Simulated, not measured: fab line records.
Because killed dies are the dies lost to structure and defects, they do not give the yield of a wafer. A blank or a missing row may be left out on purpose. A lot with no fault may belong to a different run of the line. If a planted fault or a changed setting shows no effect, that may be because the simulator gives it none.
Matching of chambers :: flow sky130 :: 4 sister chambers for SKY_CONTACT_CMP_04 on cmp-02
The step polishes SiO2. 7 wafers are shown with their chamber, then 7 later ones without.

## WAFERS, EACH WITH ITS CHAMBER
wafer: L376.3
chamber: 3
motor current A (A): 11.8
time to endpoint s (s): 87

wafer: L376.4
chamber: 0
motor current A (A): 11.5
time to endpoint s (s): 86

wafer: L388.2
chamber: 0
motor current A (A): 11.5
time to endpoint s (s): 86

wafer: L388.3
chamber: 2
motor current A (A): 11.7
time to endpoint s (s): 84

wafer: L388.4
chamber: 3
motor current A (A): 11.6
time to endpoint s (s): 88

wafer: L390.3
chamber: 2
motor current A (A): 12.2
time to endpoint s (s): 82

wafer: L390.4
chamber: 1
motor current A (A): 10.9
time to endpoint s (s): 83

## WAFERS WITH NO CHAMBER GIVEN
wafer: L390.5
motor current A (A): 11.4
time to endpoint s (s): 87

wafer: L391.1
motor current A (A): 12.1
time to endpoint s (s): 84

wafer: L391.3
motor current A (A): 12.3
time to endpoint s (s): 85

wafer: L391.5
motor current A (A): 10.8
time to endpoint s (s): 83

wafer: L392.1
motor current A (A): 10.9
time to endpoint s (s): 85

wafer: L392.2
motor current A (A): 11.1
time to endpoint s (s): 84

wafer: L392.3
motor current A (A): 11.4
time to endpoint s (s): 84

## THE CHAMBER EACH PASSED THROUGH
wafer: L390.5
from the rows above: can't be placed: 0 or 3
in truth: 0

wafer: L391.1
from the rows above: 2
in truth: 2

wafer: L391.3
from the rows above: can't be placed: 2 or 0 or 3
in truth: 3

wafer: L391.5
from the rows above: 1
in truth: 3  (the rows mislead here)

wafer: L392.1
from the rows above: can't be placed: 1 or 0
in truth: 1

wafer: L392.2
from the rows above: can't be placed: 1 or 0
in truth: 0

wafer: L392.3
from the rows above: can't be placed: 0 or 1 or 2 or 3
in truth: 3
Correct placement for 1 of the 7. Not placeable from these rows: 5 (in 5, the candidates include the true chamber). Wrongly placed: 1.
How it was worked out, from the rows above alone: a wafer's distance from a chamber is the root of the sum, over the readings, of the square of ((its reading less the chamber's mean) divided by the reading's scatter). The wafer belongs to the nearest chamber; if the next one is less than 2 further off, it can't be placed. Each chamber's mean is taken over the wafers shown for it. The scatter is the square root of a quotient: the sum, over the shown wafers, of each reading's squared deviation from its chamber's mean, divided by wafers minus chambers.
